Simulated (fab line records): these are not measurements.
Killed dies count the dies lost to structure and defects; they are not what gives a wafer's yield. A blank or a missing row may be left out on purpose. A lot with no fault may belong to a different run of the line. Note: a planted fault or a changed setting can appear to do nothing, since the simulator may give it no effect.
The tool behind it: which one? ; flow gf180mcu ; route of 602 steps, sampled at 1 step: 12 lots, 36 wafers

WHAT EACH GAUGE READ, for each wafer
GF_HV_LDD_CD_MEAS_19: target cd 400 nm.
lot;measured;on;cd_nm (nm)
L075;day 10 20:43;cd_sem-01;400.0 401.7 401.7
L077;day 11 09:45;cd_sem-02;401.8 401.1 400.5
L079;day 12 06:07;cd_sem-02;400.2 400.7 401.0
L081;day 12 19:36;cd_sem-02;397.9 398.9 398.4
L083;day 13 11:39;cd_sem-02;404.0 402.9 402.4
L085;day 14 07:18;cd_sem-02;400.3 399.2 398.5
L087;day 14 14:40;cd_sem-02;402.6 399.1 399.4
L090;day 15 19:55;cd_sem-02;404.5 402.4 402.9
L091;day 16 08:02;cd_sem-02;396.9 395.8 396.7
L093;day 16 18:19;cd_sem-01;401.5 400.1 397.0
L095;day 17 06:21;cd_sem-01;399.3 397.6 398.7
L097;day 17 22:31;cd_sem-01;396.5 398.3 397.6

TOOL THAT RAN EACH LOT (tool first, then ch and the chambers of the sampled wafers, then the start)
The record shows no process step preceding these readings.

THE ANSWER, worked out from the rows above alone
Rule: the usual values come from the lots themselves. Put in order of their means at a reading, lots are off if they are a third of the lots or fewer, leave a main group of 4 or more, and stand apart from it by a gap of 3 or more times the standard deviation of the main group's means; of several such gaps the widest counts. A main group is skipped when, at the precision printed for the reading in the tables above, its means are all equal. Also off: a lot with no number at a reading for which 4 or more lots have one. The other lots that the step has rows for count as sound.
No lot is off on any of the readings shown, so nothing can be concluded from this.

WHAT THE SIMULATOR HAD INSERTED
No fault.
